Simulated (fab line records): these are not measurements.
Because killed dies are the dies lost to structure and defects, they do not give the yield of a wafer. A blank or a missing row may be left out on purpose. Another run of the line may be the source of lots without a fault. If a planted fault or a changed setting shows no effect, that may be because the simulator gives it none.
The tool behind it: which one? || flow gf180mcu || at 1 step of a route of 602, 7 lots with 21 wafers sampled

## WHAT THE GAUGES READ, wafer by wafer
GF_STI_BOW_MEAS_00.
{"lot": "L470", "measured": "day 1 15:00", "on": "film-metro-02", "INCOMING_BOW (um)": "4 3 0"}
{"lot": "L472", "measured": "day 2 01:02", "on": "film-metro-03", "INCOMING_BOW (um)": "16 5 5"}
{"lot": "L480", "measured": "day 3 17:01", "on": "film-metro-02", "INCOMING_BOW (um)": "0 4 5"}
{"lot": "L482", "measured": "day 4 03:04", "on": "film-metro-03", "INCOMING_BOW (um)": "-10 -2 4"}
{"lot": "L484", "measured": "day 4 13:00", "on": "film-metro-04", "INCOMING_BOW (um)": "1 0 2"}
{"lot": "L486", "measured": "day 4 23:02", "on": "film-metro-04", "INCOMING_BOW (um)": "2 -8 3"}
{"lot": "L492", "measured": "day 6 05:00", "on": "film-metro-03", "INCOMING_BOW (um)": "3 0 5"}

## WHAT TOOL EACH LOT RAN ON (gives the tool, then ch and the chambers of the sampled wafers, and finally the start)
There is no process step in the record ahead of these readings.

## THE ANSWER, worked out from the rows above alone
Rule: the usual values come from the lots themselves. Put in order of their means at a reading, lots are off if they are a third of the lots or fewer, leave a main group of 4 or more, and stand apart from it by a gap of 3 or more times the standard deviation of the main group's means; of several such gaps the widest counts. If all means in a main group match to the digits the tables above print for the reading, that group is not used. A lot without any number at a reading at which 4 lots or more have one is off too. The other lots that the step has rows for count as sound.
Nothing can be told from this: no lot is off at any reading shown.

## WHAT WAS PUT IN BY THE SIMULATOR
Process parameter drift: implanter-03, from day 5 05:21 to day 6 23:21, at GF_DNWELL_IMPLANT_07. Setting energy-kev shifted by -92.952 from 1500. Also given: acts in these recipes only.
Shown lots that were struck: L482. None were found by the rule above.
